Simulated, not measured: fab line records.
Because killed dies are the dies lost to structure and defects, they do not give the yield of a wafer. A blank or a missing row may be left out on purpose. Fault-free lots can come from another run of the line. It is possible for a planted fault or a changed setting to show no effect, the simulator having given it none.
A lot that was struck, set against a sound lot    flow sky130    14 steps out of a route of 708
Sound: wafers L599.3, L599.4, L599.6. Struck: wafers L597.1, L597.2, L597.5. The cause is given at the end.
Order at every step that has rows: each side's tool, ch and its chambers, its first start. Under that, the readings that differ: sound wafers    struck wafers    difference of the means    sigmas: that difference in standard deviations of wafers without a fault.
alike: a reading whose means differ by less than 2 such deviations, as well as words and numbers matching on both sides. not compared: withheld readings; readings where some wafer has no value; bounds like >300 that might hide an equal value; numbers whose values overlap and for which the record gives no deviation.
The two part at a step that has a row with sigmas, a row that says differs or no value, or rows on one side only. Numbers that have no deviation but don't overlap get no sigmas and don't part them. A reading that every wafer of one side lacks parts them only if that side has two wafers or more.

first, 2 steps without rows for these wafers: SKY_METAL3_CLEAN_22 (cleans in O3/DIW); SKY_VIA3_HDPCVD_00 (deposits SiO2, target thk 1635 nm, time 272.5 s).
SKY_VIA3_THK_MEAS_01:
  struck on film metro-04, day 43 01:16; sound on film metro-04, day 43 04:10
reading               sound           struck          difference  sigmas
VIA3_HDPCVD_THK (nm)  1602 1593 1608  1628 1656 1644  +42         +3
SKY_VIA3_CMP_02: polishes SiO2.
  sound on cmp-01 ch 1,3, day 43 04:13; struck on cmp-02 ch 0,1, day 43 01:28
  alike: edge zone pressure frac, motor current A
SKY_VIA3_BOW_MEAS_03:
  struck on film metro-04, day 43 01:46; sound on film metro-03, day 43 04:33
  alike: VIA3_BOW
then, 7 steps without rows for these wafers: SKY_VIA3_DEHYDRATE_04 (time 60 s); SKY_VIA3_HMDS_05 (prime time 60 s); SKY_VIA3_COAT_06 (resist thk 60 nm); SKY_VIA3_COAT_07 (resist thk 450 nm); SKY_VIA3_SOFTBAKE_08 (time 90 s); SKY_VIA3_EXPOSE_09 (exposes mask VIM3, target cd 200 nm); SKY_VIA3_PEB_10.
SKY_VIA3_DEVELOP_11: develop time 60 s.
  sound on litho track-03 ch 0, day 44 03:00; struck on litho track-01, day 44 00:00
  no value came back on the struck wafers for chill plate temp C (C), develop time s (s); on the sound wafers chill plate temp C (C) reads 23.16 23.14 23.11
reading                                      sound            struck             difference  sigmas
model.KrF-thick_of_VIA3_COAT_07.thk nm (nm)  435.9 437 436.2  449.3 449.3 449.1  +12.9       
SKY_VIA3_CD_MEAS_12: the cd target is 200 nm.
  struck on cd sem-02, day 44 00:59; sound on cd sem-01, day 44 03:49
reading     sound              struck  difference                     sigmas
cd nm (nm)  200.0 199.9 200.1  - - -   no value on the struck wafers  

== WHERE THEY PART ==
At SKY_VIA3_THK_MEAS_01 first; at SKY_VIA3_CD_MEAS_12 last (within this record only).

WHY: what had been put in by the simulator
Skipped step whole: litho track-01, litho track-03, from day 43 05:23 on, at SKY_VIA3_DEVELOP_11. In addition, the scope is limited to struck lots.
